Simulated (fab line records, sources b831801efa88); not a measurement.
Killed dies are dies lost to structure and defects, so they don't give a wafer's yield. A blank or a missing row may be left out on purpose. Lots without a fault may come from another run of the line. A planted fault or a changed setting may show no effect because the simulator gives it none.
A struck lot beside a sound one | flow sky130 | 37 steps out of a route of 708
Sound: wafers L217.1, L217.5, L217.6. Struck: wafer L235.5. (L235.2, L235.3 of the same lot were not struck and are left out.) The cause comes at the end.
At each step with rows: each side's tool, then ch and its chambers, then its first start. Under that, the readings that differ: sound wafers | struck wafers | difference of the means | sigmas: that difference in standard deviations of wafers without a fault.
alike: readings whose means differ by less than 2 such deviations, and words and numbers that are the same on both sides. not compared: withheld readings, readings that some wafer has no value for, bounds like >300 that may hide the same value, and numbers for which the record gives no deviation and whose values overlap.
The two part at a step that has a row with sigmas, a row that says differs or no value, or rows on one side only. Numbers that don't overlap but have no deviation are shown without sigmas and don't part them. A reading that every wafer of one side lacks parts them only if that side has two wafers or more.

first, 10 steps without rows for these wafers: SKY_VIA2_CLEAN_18 (cleans in IPA, time 180 s); SKY_VIA2_CLEAN_19 (cleans in O3/DIW); SKY_VIA2_SPUTTER_20 (material TiN, target thk 20 nm, time 80 s); SKY_VIA2_CVD_21 (deposits W, target thk 420 nm, time 126.4 s); SKY_VIA2_CMP_24 (polishes, stops on SiO2, t overpolish 20 s, target thk 0 nm); SKY_METAL3_SPUTTER_00 (material Ti, target thk 15 nm, time 10 s); SKY_METAL3_SPUTTER_01 (material TiN, target thk 20 nm, time 16.7 s); SKY_METAL3_SPUTTER_02 (material AlCu, target thk 735 nm, time 39.1 s); SKY_METAL3_SPUTTER_03 (material Ti, target thk 5 nm, time 3.3 s); SKY_METAL3_SPUTTER_04 (material TiN, target thk 70 nm, time 58.3 s).
SKY_CAPM_CVD_00: deposits SiO2, target thk 15.5 nm.
  sound on pecvd-03 ch 0,2, day 36 20:35; struck on pecvd-03 ch 1, day 42 01:31
  reading                               | sound             | struck | difference | sigmas
  heater_power_w (W)                    | 864 745 852       | 603    | -217       | -2
  model.SiO2_of_CAPM_CVD_00.thk_nm (nm) | 15.72 15.64 15.73 | 26.96  | +11.26     |
SKY_CAPM_THK_MEAS_01:
  sound on film_metro-04, day 36 20:36; struck on film_metro-04, day 42 01:47
  reading              | sound             | struck | difference | sigmas
  CAPM_CVD_00_THK (nm) | 15.72 15.67 15.68 | 26.90  | +11.21     | +51
  not compared: hold
SKY_CAPM_SPUTTER_02: material TiN, target thk 200 nm, time 166.7 s.
  sound on pvd_sputter-01, day 36 20:40; struck on pvd_sputter-03, day 42 03:13
  reading | sound | struck                   | difference                   | sigmas
  hold    | - - - | await_dispo/1.4h/release | no value on the sound wafers |
  alike: chamber_pressure_pa, throttle_valve_pct
then, 22 steps without rows for these wafers: SKY_CAPM_DEHYDRATE_05 (time 60 s); SKY_CAPM_HMDS_06 (prime time 60 s); SKY_CAPM_COAT_07 (resist thk 1140 nm); SKY_CAPM_SOFTBAKE_08 (time 60 s); SKY_CAPM_EXPOSE_09 (exposes mask CAPM, target cd 1000 nm); SKY_CAPM_PEB_10; SKY_CAPM_DEVELOP_11 (develop time 60 s); SKY_CAPM_METAL_ETCH_13 (etches TiN in Cl2/BCl3, stops on SiO2, target depth 220 nm, time 62.9 s); SKY_CAPM_STRIP_14 (strips in O2/N2); SKY_CAPM_STRIP_15 (strips in post etch residue remover, time 1200 s); SKY_CAPM_CLEAN_16 (cleans in IPA, time 180 s); SKY_CAPM_CLEAN_17 (cleans in O3/DIW); SKY_METAL3_DEHYDRATE_05 (time 60 s); SKY_METAL3_HMDS_06 (prime time 60 s); SKY_METAL3_COAT_07 (resist thk 60 nm); SKY_METAL3_COAT_08 (resist thk 1140 nm); SKY_METAL3_SOFTBAKE_09 (time 90 s); SKY_METAL3_EXPOSE_10 (exposes mask MM3, target cd 300 nm); SKY_METAL3_PEB_11; SKY_METAL3_DEVELOP_12 (develop time 60 s); SKY_METAL3_DESCUM_15 (chemistry O2, time 8 s); SKY_METAL3_ETCH_16 (etches BARC in N2/H2, stops on SiO2, time 88.2 s, target depth 60 nm).
SKY_METAL3_ETCH_17: etches SiO2 in C4F8/O2/Ar, stops on TiN, time 3.9 s, target depth 15 nm.
  sound on rie_diel-04 ch 0,3, day 39 01:25; struck on rie_diel-02 ch 1, day 44 01:08
  reading                  | sound             | struck | difference | sigmas
  oes_product_au (a.u.)    | 0.756 0.759 0.763 | 1.016  | +0.257     | +37
  model.etch.depth_nm (nm) | 15.72 15.64 15.73 | 25.83  | +10.13     |
  alike: chamber_pressure_mTorr
  not compared: rf_hours_counter_h
-- the record jumps here: 6 days lie between the struck wafers' starts before and after (it left off in module METAL3 and takes up again in module PAD_OPEN, whose first step shown is number 708 of the route) --
SKY_PAD_OPEN_PROBE_99:
  sound on prober-01, day 46 06:29; struck on prober-01, day 50 05:37
  reading                                | sound              | struck | difference | sigmas
  model.etest.tester.sort_n_pass         | 390 417 405        | 0      | -404       |
  model.etest.tester.sort_yield_pct (%)  | 79.27 84.76 82.32  | 0      | -82        |
  model.etest.tester.sort_bin_3_pct (%)  | 1.829 0.6098 1.016 | 80.22  | +79.07     |
  model.etest.tester.sort_bin_5_pct (%)  | 11.79 8.74 10.57   | 15.31  | +4.94      |
  model.etest.met4_comb.over_limit       | 0 0 0              | 1      | +1         |
  model.etest.iso_ndiff_nwell.over_limit | 0 0 0              | 1      | +1         |
  model.etest.res_pwell_under_gate.short | 0 0 0              | 1      | +1         |
  model.etest.nfet_16v.short             | 0 0 0              | 1      | +1         |
  alike: defect_limited_yield, killed_at_M0_to_M3, killed_at_M4_up, killed_at_contacts, killed_at_front_end, killed_at_other, killed_dies, killed_open, killed_short

WHERE THEY PART
First at SKY_CAPM_CVD_00; last, within this record, at SKY_METAL3_ETCH_17. Later steps at which nothing parts them and some readings are alike: SKY_PAD_OPEN_PROBE_99.

WHY: what the simulator had put in
Process parameter drift: pecvd-03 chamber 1, from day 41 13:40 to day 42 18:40, at SKY_CAPM_CVD_00. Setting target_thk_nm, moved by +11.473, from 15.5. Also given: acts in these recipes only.
